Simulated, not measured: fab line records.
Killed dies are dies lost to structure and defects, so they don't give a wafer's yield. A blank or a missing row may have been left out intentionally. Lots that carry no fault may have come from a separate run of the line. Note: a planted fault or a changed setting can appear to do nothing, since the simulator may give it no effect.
fab line records | flow sky130
[record] lots = 10 wafers = 30 last_day = 49
route steps=708 shown METAL4@632 VIA4@650 METAL5@667 PAD_OPEN@708
lots that met no fault: taken from a fault-free run of the same line
start_h: the number of hours between the record's first day and the start of the first shown wafer of the lot | wait_h: hours elapsed since this lot's preceding step | " unchanged from the row above | L1.1+2: a row that stands for several wafers | - either no value or no given start | * or withheld: withheld | < > ~ a bound
route shown NAME@n: NAME is a module with steps in the file, n the number in the route of the first one | usual: mean and standard deviation over wafers with no fault | same: alike in all rows | chamber/n: place in a boat | sites: each site's reading | _std_site: standard deviation of those values | _edge_site: outer sites' mean less inner sites' | radius_mm: how far each site lies from the wafer's centre | mask NAME#n: copy n | behind: the most recent tool/chamber to have shaped the wafer | hold: cause of the lot's hold/its duration in hours/its outcome | device: whichever transistor did not switch (one of n, p or np) | end of line: tests of these same wafers at the route's end | for a step that has no rows: nothing shown but its recipe | killed: count of dies lost to structure and defects at first sort (not the wafer's yield) | map: a wafer's dies, x killed, . not, _ none there
set.NAME: the setting the step ran with; set.NAME@STEP: the setting that earlier step ran with | model.NAME: the simulator's own value behind a step, which no gauge read
route steps across a sampled set of lots; one table per step, one row per wafer
services: a tool's chamber out of use, with start hour (start_h, from the record's first day; less than 0 if before it), hours out, and reason
[[steps]]
[step SKY_METAL4_ETCH_16]
[recipe] chemistry = N2/H2 target = BARC ion_energy_ev = 200 bias_w = 100 pressure_mtorr = 30 n2_flow_sccm = 100 h2_flow_sccm = 200 icp_w = 500 stop_on = SiO2 time_s = 88.2 target_depth_a = 600
[usual] bias_w = 99.97/0.29 drypump_motor_current_A = 6.37/0.2 oes_product_au = 0.627/0.0045 throttle_valve_pct = 13.204/0.01
// columns lot.wafer tool chamber start_h wait_h bias_w drypump_motor_current_A oes_product_au rf_hours_counter_h throttle_valve_pct
L882.1 rie_metal-02 1 989.31 0.0 99.98 6.33 0.625 10 13.217
L882.4 " 0 " " 100.31 6.62 0.634 - 13.207
L882.6 " 1 " " 100.09 6.33 0.628 - 13.201
L881.2 rie_metal-04 1 992.24 0.0 99.76 6.49 0.619 17 13.207
L881.3 " 0 " " 99.76 6.35 0.623 - 13.178
L881.5 " 1 " " 99.76 6.49 0.624 - 13.209
L884.1 rie_metal-01 0 1012.44 0.0 99.97 6.35 0.624 17 13.201
L884.2 " 1 " " 100.16 5.78 0.625 20 13.213
L884.4 " 0 " " 100.53 6.37 0.617 - 13.201
L886.2 rie_metal-01 1 1014.41 0.0 100.08 5.75 0.631 21 13.206
L886.4 " 0 " " 99.99 6.38 0.630 - 13.219
L886.5 " 0 " " 99.92 6.35 0.629 - 13.193
L888.2 rie_metal-02 1 1071.46 0.1 100.27 6.35 0.632 - 13.194
L888.4 " 1 " " 100.15 6.32 0.621 - 13.198
L888.6 " 1 " " 100.28 6.32 0.623 - 13.194
L892.3 rie_metal-04 1 1072.34 0.0 100.49 6.49 0.627 - 13.205
L892.5 " 0 " " 99.67 6.35 0.624 - 13.195
L892.6 " 1 " " 100.25 6.51 0.624 - 13.197
L894.1 rie_metal-04 1 1073.57 0.0 99.12 6.49 0.630 2 13.194
L894.3 " 1 " " 99.96 6.50 0.621 - 13.196
L894.5 " 1 " " 99.44 6.48 0.624 - 13.208
L898.2 rie_metal-04 0 1096.14 0.0 99.89 6.36 0.630 5 13.207
L898.5 " 0 " " 99.88 6.35 0.626 - 13.203
L898.6 " 1 " " 100.21 6.47 0.627 - 13.220
L900.2 rie_metal-02 0 1101.76 0.0 99.77 6.60 0.626 3 13.188
L900.3 " 1 " " 99.97 6.32 0.627 - 13.208
L900.4 " 0 " " 100.10 6.60 0.623 - 13.189
L901.3 rie_metal-02 1 1102.01 0.0 99.99 6.30 0.629 - 13.200
L901.4 " 0 " " 100.20 6.57 0.629 - 13.209
L901.5 " 0 " " 100.34 6.59 0.623 - 13.217
[step SKY_VIA4_OVL_MEAS_11]
[usual] VIA4_OVL = 1.1/1.3
// columns lot.wafer tool chamber start_h wait_h VIA4_OVL[nm]
L882.1 overlay-01 - 1014.87 0.1 1.1
L882.4 " - " " 1.6
L882.6 " - " " 1.8
L881.2 overlay-02 - 1017.50 0.1 1.9
L881.3 " - " " 1.6
L881.5 " - " " 3.0
L884.1 overlay-01 - 1037.37 0.1 -1.8
L884.2 " - " " -1.0
L884.4 " - " " -0.3
L886.2 overlay-02 - 1038.39 0.1 1.5
L886.4 " - " " 2.0
L886.5 " - " " 1.1
L888.2 overlay-01 - 1094.09 0.1 1.7
L888.4 " - " " 2.2
L888.6 " - " " 1.1
L892.3 overlay-01 - 1095.04 0.1 1.6
L892.5 " - " " 1.7
L892.6 " - " " 2.7
L894.1 overlay-01 - 1095.70 0.1 1.2
L894.3 " - " " 1.8
L894.5 " - " " 2.7
L898.2 overlay-01 - 1117.70 0.1 0.5
L898.5 " - " " 0.5
L898.6 " - " " -0.4
L900.2 overlay-02 - 1123.03 0.1 0.4
L900.3 " - " " 0.9
L900.4 " - " " 0.2
L901.3 overlay-02 - 1123.45 0.1 -0.8
L901.4 " - " " -2.1
L901.5 " - " " -2.1
[step SKY_VIA4_CVD_18]
[recipe] material = W target_thk_nm = 505 time_s = 152.14 temp_c = 400 pressure_torr = 39.42
[usual] heater_power_w = 863/44
// columns lot.wafer tool chamber start_h wait_h heater_power_w
L882.1 cvd_w-01 1 1015.94 0.0 909
L882.4 " 1 " " 887
L882.6 " 1 " " 917
L881.2 cvd_w-01 1 1018.62 0.0 901
L881.3 " 1 " " 888
L881.5 " 0 " " 789
L884.1 cvd_w-02 0 1038.16 0.0 908
L884.2 " 1 " " 857
L884.4 " 0 " " 908
L886.2 cvd_w-02 1 1039.15 0.0 817
L886.4 " 1 " " 815
L886.5 " 1 " " 845
L888.2 cvd_w-02 1 1094.88 0.0 857
L888.4 " 0 " " 909
L888.6 " 1 " " 852
L892.3 cvd_w-01 1 1095.87 0.1 901
L892.5 " 1 " " 888
L892.6 " 0 " " 805
L894.1 cvd_w-01 0 1096.49 0.0 818
L894.3 " 0 " " 823
L894.5 " 0 " " 805
L898.2 cvd_w-01 1 1118.50 0.0 906
L898.5 " 1 " " 888
L898.6 " 0 " " 806
L900.2 cvd_w-01 1 1123.93 0.0 905
L900.3 " 0 " " 806
L900.4 " 1 " " 906
L901.3 cvd_w-01 0 1124.30 0.1 811
L901.4 " 1 " " 897
L901.5 " 1 " " 878
[step SKY_VIA4_RS_MEAS_19]
[recipe] thk_meas_gauge = four-point-probe reads = W_of_VIA4_CVD_18+TiN_of_VIA4_SPUTTER_17
[usual] VIA4_W_RS = 0.2279/0.0022
// columns lot.wafer tool chamber start_h wait_h VIA4_W_RS[ohm/sq]
L882.1 film_metro-03 - 1016.09 0.1 0.2303
L882.4 " - " " 0.2275
L882.6 " - " " 0.2250
L881.2 film_metro-03 - 1018.79 0.1 0.2283
L881.3 " - " " 0.2283
L881.5 " - " " 0.2302
L884.1 film_metro-01 - 1038.31 0.1 0.2292
L884.2 " - " " 0.2253
L884.4 " - " " 0.2279
L886.2 film_metro-03 - 1039.32 0.1 0.2265
L886.4 " - " " 0.2265
L886.5 " - " " 0.2253
L888.2 film_metro-02 - 1095.05 0.1 0.2243
L888.4 " - " " 0.2298
L888.6 " - " " 0.2265
L892.3 film_metro-02 - 1096.02 0.1 0.2299
L892.5 " - " " 0.2288
L892.6 " - " " 0.2267
L894.1 film_metro-02 - 1096.64 0.1 0.2267
L894.3 " - " " 0.2262
L894.5 " - " " 0.2262
L898.2 film_metro-03 - 1118.68 0.1 0.1393
L898.5 " - " " 0.1392
L898.6 " - " " 0.2306
L900.2 film_metro-02 - 1124.16 0.2 0.1395
L900.3 " - " " 0.1389
L900.4 " - " " 0.2293
L901.3 film_metro-02 - 1124.44 0.1 0.1389
L901.4 " - " " 0.2295
L901.5 " - " " 0.1394
[step SKY_VIA4_THK_MEAS_20]
[recipe] thk_meas_gauge = xrf reads = W_of_VIA4_CVD_18
[usual] VIA4_W_THK = 485/6
// columns lot.wafer tool chamber start_h wait_h VIA4_W_THK[nm]
L882.1 film_metro-03 - 1016.21 0.1 480
L882.4 " - " " 486
L882.6 " - " " 488
L881.2 film_metro-03 - 1018.90 0.1 482
L881.3 " - " " 485
L881.5 " - " " 484
L884.1 film_metro-01 - 1038.43 0.1 479
L884.2 " - " " 485
L884.4 " - " " 482
L886.2 film_metro-03 - 1039.43 0.1 488
L886.4 " - " " 488
L886.5 " - " " 490
L888.2 film_metro-02 - 1095.16 0.1 495
L888.4 " - " " 486
L888.6 " - " " 492
L892.3 film_metro-02 - 1096.12 0.1 485
L892.5 " - " " 489
L892.6 " - " " 495
L894.1 film_metro-02 - 1096.76 0.1 493
L894.3 " - " " 492
L894.5 " - " " 492
L898.2 film_metro-03 - 1118.79 0.1 773
L898.5 " - " " 781
L898.6 " - " " 475
L900.2 film_metro-02 - 1124.27 0.1 785
L900.3 " - " " 788
L900.4 " - " " 485
L901.3 film_metro-02 - 1124.54 0.1 783
L901.4 " - " " 480
L901.5 " - " " 783
[step SKY_VIA4_CMP_21]
[recipe] stop_on = SiO2 t_overpolish_s = 25 down_force_psi = 3.5 platen_rpm = 60 target_thk_nm = 0 pad_velocity_m_s = 0.94248
[usual] motor_current_A = 10.6/1.1 time_to_endpoint_s = 122/5.2
// columns lot.wafer tool chamber start_h wait_h motor_current_A time_to_endpoint_s
L882.4 cmp-02 0 1016.27 0.0 10.4 125
L882.1 " 3 " " 8.8 119
L882.6 " 1 " " 11.9 131
L881.2 cmp-02 1 1019.05 0.1 11.4 127
L881.3 " 2 " " 11.5 124
L881.5 " 3 " " 8.9 122
L884.1 cmp-02 3 1038.54 0.1 8.6 117
L884.2 " 0 " " 10.3 122
L884.4 " 1 " " 11.7 128
L886.4 cmp-01 1 1039.48 0.0 11.3 117
L886.2 " 2 " " 10.6 120
L886.5 " 1 " " 10.6 117
L888.2 cmp-02 0 1095.21 0.0 9.9 126
L888.4 " 1 " " 11.8 126
L888.6 " 1 " " 11.4 132
L892.3 cmp-02 3 1096.26 0.1 8.4 117
L892.5 " 1 " " 10.7 128
L892.6 " 2 " " 11.1 121
L894.1 cmp-01 1 1096.87 0.1 10.0 117
L894.3 " 2 " " 11.3 120
L894.5 " 1 " " 11.1 118
L898.2 cmp-02 1 1118.84 0.0 12.1 205
L898.6 " 1 " " 11.4 124
L898.5 " 2 " " 11.6 198
L900.3 cmp-02 1 1124.42 0.1 11.9 205
L900.4 " 2 " " 11.7 120
L900.2 " 3 " " 8.3 193
L901.4 cmp-02 3 1124.72 0.2 8.6 121
L901.3 " 1 " " 11.1 208
L901.5 " 2 " " 11.7 206
[step SKY_METAL5_THK_MEAS_06]
[recipe] thk_meas_gauge = xrf reads = AlCu_of_METAL5_SPUTTER_02
[usual] METAL5_ALCU_THK = 1154/19
// columns lot.wafer tool chamber start_h wait_h METAL5_ALCU_THK[nm]
L882.1 film_metro-01 - 1016.85 0.1 1168
L882.4 " - " " 1164
L882.6 " - " " 1129
L881.2 film_metro-01 - 1019.55 0.1 1142
L881.3 " - " " 1179
L881.5 " - " " 1164
L884.1 film_metro-03 - 1039.08 0.1 1139
L884.2 " - " " 1155
L884.4 " - " " 1175
L886.2 film_metro-04 - 1040.07 0.1 1153
L886.4 " - " " 1203
L886.5 " - " " 1195
L888.2 film_metro-04 - 1095.81 0.1 1148
L888.4 " - " " 1153
L888.6 " - " " 1159
L892.3 film_metro-01 - 1096.76 0.1 1160
L892.5 " - " " 1159
L892.6 " - " " 1159
L894.1 film_metro-03 - 1097.41 0.1 1157
L894.3 " - " " 1171
L894.5 " - " " 1160
L898.2 film_metro-03 - 1119.43 0.1 1121
L898.5 " - " " 1135
L898.6 " - " " 1121
L900.2 film_metro-04 - 1124.97 0.1 1174
L900.3 " - " " 1163
L900.4 " - " " 1184
L901.3 film_metro-03 - 1125.28 0.1 1153
L901.4 " - " " 1156
L901.5 " - " " 1146
[step SKY_PAD_OPEN_PROBE_99]
[usual] defect_limited_yield = 82.7/2 killed_at_M0_to_M3 = 42/7.4 killed_at_M4_up = 3.5/1.9 killed_at_contacts = 24/5.2 killed_at_front_end = 15/4.5 killed_at_other = 0.2/0.53 killed_dies = 85/9.8 killed_on_rim = 17/4.2 killed_open = 46/7.6 killed_short = 39/6.5 sort_bin_3_pad_short = 0.9/0.4 sort_bin_5_function = 10.3/1.5 sort_bin_6_memory = 6.1/1.1 sort_n_pass = 407/9.8 sort_yield_pct = 82.7/2
[same] gross_dies = 492 killed_at_back_side = 0 sort_bin_4_leakage[%] = 0 sort_bin_8_speed[%] = 0
// columns lot.wafer tool chamber start_h wait_h defect_limited_yield[%] killed_at_M0_to_M3 killed_at_M4_up killed_at_contacts killed_at_front_end killed_at_other killed_dies killed_on_rim killed_open killed_short sort_bin_3_pad_short[%] sort_bin_5_function[%] sort_bin_6_memory[%] sort_n_pass sort_yield_pct[%]
L882.1 prober-01 - 1085.25 0.1 82.1 29 5 38 16 0 88 20 44 44 1.2 11.0 5.7 404 82.1
L882.4 prober-01 - 1085.40 0.2 80.9 43 2 30 19 0 94 17 47 47 0.8 10.2 8.1 398 80.9
L882.6 prober-01 - 1085.50 0.2 81.1 53 0 26 12 2 93 16 46 47 1.2 12.2 5.5 399 81.1
L886.2 prober-01 - 1108.27 0.1 85.6 41 1 24 5 0 71 13 41 30 0.6 8.7 5.1 421 85.6
L886.4 prober-01 - 1108.37 0.2 82.9 40 3 27 13 1 84 15 47 37 0.8 9.3 6.9 408 82.9
L886.5 prober-01 - 1108.42 0.2 80.9 60 1 27 6 0 94 16 56 38 1.0 11.4 6.7 398 80.9
L888.2 prober-01 - 1158.82 0.1 82.1 42 2 29 15 0 88 30 44 44 0.8 8.9 8.1 404 82.1
L888.4 prober-01 - 1158.92 0.2 82.9 41 1 27 15 0 84 15 44 40 1.0 9.3 6.7 408 82.9
L888.6 prober-01 - 1159.02 0.2 80.3 43 4 34 15 1 97 21 51 46 0.6 13.0 6.1 395 80.3
L892.3 prober-02 - 1159.45 0.2 83.3 37 4 19 22 0 82 12 50 32 1.0 10.8 4.9 410 83.3
L892.5 prober-02 - 1159.55 0.2 80.9 50 6 25 12 1 94 32 54 40 0.4 13.2 5.5 398 80.9
L892.6 prober-02 - 1159.60 0.2 82.7 43 4 19 19 0 85 18 46 39 0.6 9.6 7.1 407 82.7
L894.1 prober-01 - 1160.64 0.1 86.4 31 3 21 12 0 67 16 34 33 0.2 7.9 5.5 425 86.4
L894.3 prober-01 - 1160.74 0.2 86.8 27 0 26 12 0 65 13 32 33 0.2 8.1 4.9 427 86.8
L894.5 prober-01 - 1160.84 0.2 87.0 34 3 17 9 1 64 13 33 31 0.4 8.7 3.9 428 87.0
L898.2 prober-01 - 1178.60 0.1 82.5 49 5 21 11 0 86 18 51 35 0.6 9.6 7.3 406 82.5
L898.5 prober-01 - 1178.75 0.2 81.3 45 6 28 13 0 92 17 57 35 1.4 11.8 5.5 400 81.3
L898.6 prober-01 - 1178.80 0.2 80.5 53 1 31 11 0 96 20 64 32 2.0 9.8 7.7 396 80.5
L901.3 prober-01 - 1185.60 0.4 82.1 39 4 28 17 0 88 23 42 46 1.4 10.2 6.3 404 82.1
L901.4 prober-01 - 1185.65 0.5 82.3 49 3 19 16 0 87 15 53 33 0.4 10.8 6.5 405 82.3
L901.5 prober-01 - 1185.70 0.5 82.1 42 5 22 19 0 88 19 47 39 1.2 10.8 5.9 404 82.1
// killed by level:class
L882.1 CONTACT:geometric_particle:open=16 METAL1:geometric_particle:short=9 LI_CONTACT:geometric_particle:open=8 POLY_GATE:geometric_particle:short=6 LOCAL_INTERCONNECT:geometric_particle:short=5 CONTACT:geometric_particle:short=5 VIA1:geometric_particle:open=5 VIA3:geometric_particle:open=5
L882.4 CONTACT:geometric_particle:open=12 VIA1:geometric_particle:open=10 VIA3:geometric_particle:open=8 CONTACT:geometric_particle:short=7 FIELD_ISO:geometric_particle:open=6 POLY_GATE:geometric_particle:short=6 LOCAL_INTERCONNECT:geometric_particle:short=6 METAL1:geometric_particle:short=6
L882.6 METAL1:geometric_particle:short=11 VIA1:geometric_particle:open=10 CONTACT:geometric_particle:open=9 POLY_GATE:geometric_particle:open=6 LI_CONTACT:geometric_particle:short=6 VIA1:geometric_particle:short=6 VIA2:geometric_particle:open=6 METAL3:geometric_particle:short=6
L886.2 VIA1:geometric_particle:open=10 CONTACT:geometric_particle:open=8 LI_CONTACT:geometric_particle:open=6 CONTACT:geometric_particle:short=6 VIA3:geometric_particle:open=5 VIA2:geometric_particle:open=5 VIA2:geometric_particle:short=5 VIA1:geometric_particle:short=3
L886.4 LI_CONTACT:geometric_particle:open=11 CONTACT:geometric_particle:open=10 METAL1:geometric_particle:short=8 VIA1:geometric_particle:open=6 METAL2:geometric_particle:short=6 FIELD_ISO:geometric_particle:open=5 FIELD_ISO:geometric_particle:short=5 VIA3:geometric_particle:open=5
L886.5 CONTACT:geometric_particle:open=15 VIA1:geometric_particle:open=14 LI_CONTACT:geometric_particle:open=8 VIA1:geometric_particle:short=7 VIA2:geometric_particle:short=7 METAL2:geometric_particle:short=6 METAL3:geometric_particle:short=5 VIA2:geometric_particle:open=4
L888.2 VIA1:geometric_particle:open=11 LI_CONTACT:geometric_particle:open=9 METAL1:geometric_particle:short=8 CONTACT:geometric_particle:open=7 VIA3:geometric_particle:open=7 LOCAL_INTERCONNECT:geometric_particle:short=6 FIELD_ISO:geometric_particle:short=5 METAL2:geometric_particle:short=5
L888.4 CONTACT:geometric_particle:open=11 FIELD_ISO:geometric_particle:short=8 VIA2:geometric_particle:open=8 METAL1:geometric_particle:short=8 VIA1:geometric_particle:open=6 CONTACT:geometric_particle:short=5 VIA3:geometric_particle:open=5 LI_CONTACT:geometric_particle:open=4
L888.6 VIA1:geometric_particle:open=14 LI_CONTACT:geometric_particle:open=13 METAL1:geometric_particle:short=6 METAL2:geometric_particle:short=6 FIELD_ISO:geometric_particle:short=5 LI_CONTACT:geometric_particle:short=5 LOCAL_INTERCONNECT:geometric_particle:short=5 CONTACT:geometric_particle:short=5
L892.3 FIELD_ISO:geometric_particle:open=7 VIA2:geometric_particle:open=7 VIA1:geometric_particle:open=7 VIA3:geometric_particle:open=7 CONTACT:geometric_particle:open=6 LI_CONTACT:geometric_particle:open=4 LOCAL_INTERCONNECT:geometric_particle:short=4 CONTACT:geometric_particle:short=4
L892.5 VIA2:geometric_particle:open=17 VIA1:geometric_particle:open=9 LI_CONTACT:geometric_particle:open=7 CONTACT:geometric_particle:open=6 POLY_GATE:geometric_particle:open=5 VIA1:geometric_particle:short=5 METAL2:geometric_particle:short=5 CONTACT:geometric_particle:short=4
L892.6 CONTACT:geometric_particle:open=10 VIA1:geometric_particle:open=9 VIA2:geometric_particle:open=6 VIA3:geometric_particle:open=6 METAL1:geometric_particle:short=5 METAL2:geometric_particle:short=5 VIA2:geometric_particle:short=5 FIELD_ISO:geometric_particle:open=4
L894.1 VIA1:geometric_particle:open=8 LI_CONTACT:geometric_particle:open=6 CONTACT:geometric_particle:open=6 VIA3:geometric_particle:open=6 POLY_GATE:geometric_particle:short=4 VIA2:geometric_particle:short=4 LOCAL_INTERCONNECT:geometric_particle:short=4 METAL2:geometric_particle:short=4
L894.3 LI_CONTACT:geometric_particle:open=9 VIA1:geometric_particle:open=7 CONTACT:geometric_particle:open=6 POLY_GATE:geometric_particle:short=5 CONTACT:geometric_particle:short=5 VIA1:geometric_particle:short=5 VIA3:geometric_particle:open=4 FIELD_ISO:geometric_particle:short=3
L894.5 LI_CONTACT:geometric_particle:open=8 METAL2:geometric_particle:short=7 VIA2:geometric_particle:open=5 VIA1:geometric_particle:short=5 CONTACT:geometric_particle:open=4 METAL1:geometric_particle:short=4 VIA3:geometric_particle:short=4 POLY_GATE:geometric_particle:open=3
L898.2 VIA1:geometric_particle:open=12 LI_CONTACT:geometric_particle:open=8 METAL2:geometric_particle:short=7 METAL2:geometric_particle:open=6 CONTACT:geometric_particle:open=5 VIA3:geometric_particle:open=5 VIA2:geometric_particle:open=5 POLY_GATE:geometric_particle:short=4
L898.5 VIA1:geometric_particle:open=11 LI_CONTACT:geometric_particle:open=10 CONTACT:geometric_particle:open=9 VIA2:geometric_particle:open=7 METAL2:geometric_particle:short=6 VIA3:geometric_particle:open=6 CONTACT:geometric_particle:short=5 VIA1:geometric_particle:short=5
L898.6 VIA1:geometric_particle:open=15 CONTACT:geometric_particle:open=13 VIA3:geometric_particle:open=10 VIA2:geometric_particle:open=9 METAL2:geometric_particle:short=7 LI_CONTACT:geometric_particle:short=6 LI_CONTACT:geometric_particle:open=6 FIELD_ISO:geometric_particle:open=3
L901.3 CONTACT:geometric_particle:open=8 VIA2:geometric_particle:open=8 VIA1:geometric_particle:open=8 LOCAL_INTERCONNECT:geometric_particle:short=7 POLY_GATE:geometric_particle:short=5 FIELD_ISO:geometric_particle:short=4 LI_CONTACT:geometric_particle:open=4 LI_CONTACT:geometric_particle:short=4
L901.4 VIA1:geometric_particle:open=12 CONTACT:geometric_particle:open=11 VIA2:geometric_particle:open=8 VIA2:geometric_particle:short=7 FIELD_ISO:geometric_particle:short=5 LOCAL_INTERCONNECT:geometric_particle:short=4 METAL1:geometric_particle:short=4 VIA3:geometric_particle:open=4
L901.5 CONTACT:geometric_particle:open=10 VIA3:geometric_particle:open=10 VIA1:geometric_particle:open=9 POLY_GATE:geometric_particle:short=6 METAL1:geometric_particle:short=6 LI_CONTACT:geometric_particle:open=5 METAL2:geometric_particle:short=5 FIELD_ISO:geometric_particle:open=4
[[services]]
// columns tool chamber start_h hours kind
cmp-02 - 969.77 1.9 repair
cmp-02 - 971.05 1.2 repair
cmp-01 - 975.64 4.8 pm
cvd_w-02 - 994.49 1.2 repair
rie_metal-04 0 1000.42 - clean
rie_metal-04 0 1000.42 32.6 scheduled_down
rie_metal-04 0 1000.42 32.6 vent_cycle
cvd_w-02 1 1024.52 11.0 repair
rie_metal-04 1 1033.00 - clean
rie_metal-04 1 1033.00 22.1 scheduled_down
rie_metal-04 1 1033.00 22.1 vent_cycle
rie_metal-02 0 1053.07 - clean
rie_metal-02 0 1053.07 19.0 scheduled_down
rie_metal-02 0 1053.07 19.0 vent_cycle
rie_metal-01 - 1055.56 2.8 pm
cmp-02 - 1068.86 7.1 pm
cmp-01 - 1084.19 4.0 pm
rie_metal-02 - 1088.32 4.3 pm
cmp-01 - 1089.76 1.8 repair
rie_metal-04 0 1092.70 2.3 repair
cmp-01 - 1094.01 2.3 repair
cvd_w-02 - 1112.13 0.5 repair
cmp-01 - 1119.14 1.5 repair
rie_metal-01 - 1119.15 1.0 repair
[[key]]
[first_sign] step = SKY_VIA4_RS_MEAS_19 reading = VIA4_W_RS direction = down sigmas = 41 usual = 0.2279 struck = 0.1392
[effect] step = SKY_VIA4_THK_MEAS_20 reading = VIA4_W_THK direction = up sigmas = 49 usual = 485 struck = 782
[effect] step = SKY_VIA4_CMP_21 reading = time_to_endpoint_s direction = up sigmas = 16 usual = * struck = *
met_at SKY_VIA4_CVD_18
struck_lots L898,L900,L901
struck_wafers L898.2,L898.5,L900.2,L900.3,L901.3,L901.5
not_acting_at SKY_METAL4_ETCH_16,SKY_VIA4_OVL_MEAS_11,SKY_METAL5_THK_MEAS_06
onset_between 1096.49 1118.50
[fault] kind = process_parameter_drift tool = cvd_w-01 chamber = - onset_h = 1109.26 steps = SKY_VIA4_CVD_18 channel = target_thk_nm offset = 326.01 shape = step end_h = 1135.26 scope = struck_wafers_only acts_in = these_recipes_only stated = 505
